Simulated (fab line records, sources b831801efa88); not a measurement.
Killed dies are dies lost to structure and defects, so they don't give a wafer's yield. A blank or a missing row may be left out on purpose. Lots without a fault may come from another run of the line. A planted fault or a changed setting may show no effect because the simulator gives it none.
Which tool did it? | flow gf180mcu | 15 lots, 45 wafers sampled, at 4 steps of a route of 602

WHAT THE GAUGES READ, wafer by wafer
GF_POLY_GATE_CD_MEAS_10: target cd 280 nm. Usual: cd_nm 279.6 nm, standard deviation 1.2.
lot  | measured     | on        | cd_nm (nm)        | flag
L233 | day 9 06:48  | cd_sem-02 | 279.3 278.0 278.4 |
L236 | day 10 04:47 | cd_sem-01 | 280.4 279.8 278.9 |
L238 | day 10 19:03 | cd_sem-02 | 279.9 280.8 281.6 |
L239 | day 11 02:19 | cd_sem-02 | 280.2 281.1 280.0 |
L240 | day 11 07:17 | cd_sem-02 | 280.8 280.3 280.8 |
L242 | day 11 20:41 | cd_sem-02 | 278.1 277.2 278.8 |
L245 | day 12 16:34 | cd_sem-02 | 280.6 279.3 282.3 |
L246 | day 13 03:37 | cd_sem-01 | 279.5 278.6 278.8 |
L247 | day 13 09:05 | cd_sem-02 | 279.9 279.4 278.5 |
L248 | day 13 17:59 | cd_sem-02 | 281.0 280.5 280.0 |
L249 | day 13 19:42 | cd_sem-01 | 280.4 281.2 279.5 |
L252 | day 15 00:17 | cd_sem-01 | 280.2 280.0 279.9 |
L253 | day 15 04:50 | cd_sem-02 | 280.5 281.3 280.4 |
L254 | day 15 14:05 | cd_sem-01 | 279.8 281.3 281.5 |
L255 | day 15 16:25 | cd_sem-01 | 280.9 280.9 279.8 |

GF_M1_OVL_MEAS_15. Usual: M1_OVL -2 nm, standard deviation 4.5.
lot  | measured     | on         | M1_OVL (nm) | flag
L233 | day 17 06:37 | overlay-01 | 3 3 -5      |
L236 | day 18 14:19 | overlay-01 | -7 -3 -9    |
L238 | day 19 08:09 | overlay-02 | -3 -10 -5   |
L239 | day 19 13:23 | overlay-02 | -14 -9 -12  |
L240 | day 19 18:11 | overlay-01 | -3 -4 0     |
L242 | day 20 14:32 | overlay-02 | 3 2 4       |
L245 | day 21 13:05 | overlay-02 | 5 1 1       |
L249 | day 23 00:04 | overlay-02 | -7 0 3      |
L252 | day 24 04:20 | overlay-02 | -5 2 -1     |
L253 | day 24 06:43 | overlay-01 | -9 -3 -3    |
L254 | day 24 16:23 | overlay-01 | 2 -3 0      |
L255 | day 24 18:31 | overlay-02 | 0 1 2       |

WHICH TOOL RAN EACH LOT (tool, then ch and the chambers of the sampled wafers, then the start)
lot  | GF_HV_LDD_CVD_54            | GF_CONTACT_SPUTTER_22
L233 | lpcvd-01 ch 1, day 12 11:58 | pvd_sputter-03, day 16 06:10
L236 | lpcvd-02 ch 1, day 13 17:45 | pvd_sputter-01, day 17 13:45
L238 | lpcvd-01 ch 1, day 14 05:33 | pvd_sputter-01, day 18 06:28
L239 | lpcvd-01 ch 1, day 14 12:32 | pvd_sputter-03, day 18 12:19
L240 | lpcvd-02 ch 1, day 14 17:18 | pvd_sputter-03, day 18 16:47
L242 | lpcvd-02 ch 0, day 15 10:15 | pvd_sputter-02, day 19 13:02
L245 | lpcvd-01 ch 0, day 16 07:27 | pvd_sputter-03, day 20 11:28
L246 | lpcvd-01 ch 0, day 16 20:23 | -
L247 | lpcvd-02 ch 1, day 17 03:12 | -
L248 | lpcvd-01 ch 1, day 17 11:49 | -
L249 | lpcvd-01 ch 0, day 17 16:35 | pvd_sputter-02, day 21 23:55
L252 | lpcvd-02 ch 1, day 18 23:27 | pvd_sputter-03, day 23 05:31
L253 | lpcvd-01 ch 1, day 19 04:08 | pvd_sputter-01, day 23 07:37
L254 | lpcvd-01 ch 0, day 19 14:55 | pvd_sputter-03, day 23 17:07
L255 | lpcvd-01 ch 1, day 19 16:05 | pvd_sputter-03, day 23 19:07
- GF_HV_LDD_CVD_54: deposits SiO2 from TEOS, target thk 10 nm, time 75 s.
- GF_CONTACT_SPUTTER_22: material Ti, target thk 15 nm, time 80.02 s.

WHAT THE TOOLS THEMSELVES READ (means of the sampled wafers that have a number; where no wafer has one, the mark that the record gives instead)
GF_HV_LDD_CVD_54. Usual: pressure_mtorr 400.2 mTorr, standard deviation 0.81; spike_tc_bottom_C 697.6 C, standard deviation 2.1.
lot  | tool     | pressure_mtorr (mTorr) | spike_tc_bottom_C (C) | flag
L233 | lpcvd-01 | 399.0                  | 697.5                 |
L236 | lpcvd-02 | 400.2                  | 698.8                 |
L238 | lpcvd-01 | 400.7                  | 697.0                 |
L239 | lpcvd-01 | 400.5                  | 698.5                 |
L240 | lpcvd-02 | 400.6                  | 698.4                 |
L242 | lpcvd-02 | 400.3                  | 699.8                 |
L245 | lpcvd-01 | 400.0                  | 693.5                 |
L246 | lpcvd-01 | -                      | -                     | OFF
L247 | lpcvd-02 | -                      | -                     | OFF
L248 | lpcvd-01 | -                      | -                     | OFF
L249 | lpcvd-01 | 400.0                  | 694.0                 |
L252 | lpcvd-02 | 400.3                  | 699.7                 |
L253 | lpcvd-01 | 399.4                  | 697.1                 |
L254 | lpcvd-01 | 400.6                  | 694.2                 |
L255 | lpcvd-01 | 400.5                  | 697.8                 |

GF_CONTACT_SPUTTER_22. Usual: throttle_valve_pct 29.9 %, standard deviation 0.53.
lot  | tool           | throttle_valve_pct (%) | flag
L233 | pvd_sputter-03 | 29.6                   |
L236 | pvd_sputter-01 | 30.0                   |
L238 | pvd_sputter-01 | 29.8                   |
L239 | pvd_sputter-03 | 30.3                   |
L240 | pvd_sputter-03 | 30.3                   |
L242 | pvd_sputter-02 | 29.6                   |
L245 | pvd_sputter-03 | 29.6                   |
L249 | pvd_sputter-02 | 30.0                   |
L252 | pvd_sputter-03 | 29.8                   |
L253 | pvd_sputter-01 | 29.8                   |
L254 | pvd_sputter-03 | 30.0                   |
L255 | pvd_sputter-03 | 29.6                   |

THE ANSWER, worked out from the rows above alone
Rule: a lot is off if the mean of its wafers that have a number lies more than 3 standard deviations from the usual mean. A lot without any number at a reading at which 4 lots or more have one is off too. The other lots that the step has rows for count as sound. The gauges are gone through in route order, then the tools' own readings, and for those a lot's mean is taken as printed above. The first step at which some lot is off is used, and at that step the reading that is off furthest; a lot without a number counts as furthest.
Off: L246, L247, L248, at GF_HV_LDD_CVD_54 (pressure_mtorr). Without a number there: L246, L247, L248.
A tool fits if, at that step or a process step before it, it ran every lot that is off, and no sound lot after the first of them. None of those tried fits.

WHAT THE SIMULATOR HAD PUT IN
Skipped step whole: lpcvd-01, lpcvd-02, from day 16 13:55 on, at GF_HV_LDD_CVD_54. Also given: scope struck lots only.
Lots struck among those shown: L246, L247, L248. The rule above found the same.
